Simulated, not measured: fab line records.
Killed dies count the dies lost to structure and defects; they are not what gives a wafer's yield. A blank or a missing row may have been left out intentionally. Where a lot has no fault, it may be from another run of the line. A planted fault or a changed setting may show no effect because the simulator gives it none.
Code-filled problem report in 8D (eight disciplines) form ; flow gf180mcu ; the parts of the form that need people (team, actions taken, sign-off) are left out

1. WHAT WENT WRONG
rfFwdPowerW at GF_V2_ETCH_17 reads a mean of 1736 W on 6 wafers of 2 lots; wafers without a fault read 1495 W with a standard deviation of 4.7. That is +51 standard deviations from the usual mean.
The step: etches SiO2 in C4F8/O2/Ar, stops on TiN, target depth 630 nm.
First seen on wafer L812.1, day 22 15:00, on rieDiel-03. The record has a number at this step for 36 wafers belonging to 12 lots. Rule for "out" (also "out of limits"): further than 4 standard deviations from the usual mean. Any other wafer with a number is counted as sound.

2. WHAT IT IS AND WHAT IT IS NOT
question;is;is not
which readings at this step;rfFwdPowerW;oesProductAu
which lots;L812, L815;L806, L808, L810, L811, L819, L825, L826, L827, L828, L829
which wafers of those lots;all that have a number;-
read on which tools;rieDiel-03;rieDiel-02, rieDiel-04
when;from day 22 15:00;"up to then (12 sound wafers); but 18 sound wafers of L819, L825, L826, L827, L828, L829 came after"

3. SUSPECTS, AND WHAT RULES EACH OUT
Counting: any tool at a process step up to the reading is kept as a suspect provided that every lot that is out went through it and no sound lot did after the first of them.
- rieDiel-01 at GF_V1_ETCH_16 (etches BARC in N2/H2): kept. It processed each lot that is out, first L812 at day 20 12:58, and no sound lot thereafter; up to then, the last sound lot it processed was L810 at day 20 00:25.
- rieDiel-03 at GF_V2_ETCH_17 (etches SiO2 in C4F8/O2/Ar, stops on TiN, target depth 630 nm): ruled out as a lasting fault. The sound lots L825 went through it after L812, its earliest lot that is out (day 22 15:00).
Remaining after the count: rieDiel-01 at GF_V1_ETCH_16.

4. THE CAUSE (what the simulator had put in)
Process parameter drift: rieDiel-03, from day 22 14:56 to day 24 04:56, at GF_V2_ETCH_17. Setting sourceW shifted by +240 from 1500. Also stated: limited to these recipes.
Counting ruled it out, wrongly.

5. THE EFFECT CHAIN, in route order
Each row: a reading whose mean over the struck wafers that have a number lies more than 3 standard deviations from the usual. Scope: only readings with a usual standard deviation given in the record; hours: median across lots of the time from each lot's start at the first step in this table that gives one to its start at this step; sigmas: change in usual standard deviations.
hours;step;reading;usual;on struck wafers;change;sigmas
0;GF_V2_ETCH_17;rfFwdPowerW;1495 W;1736;+240;+51
Its process steps:
- GF_V2_ETCH_17: etches SiO2 in C4F8/O2/Ar, stops on TiN, target depth 630 nm.

6. WHAT WOULD HAVE CAUGHT IT SOONER
The fault began at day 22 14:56; the first out-of-limits reading in this record came at day 22 15:00, 0 hours later.
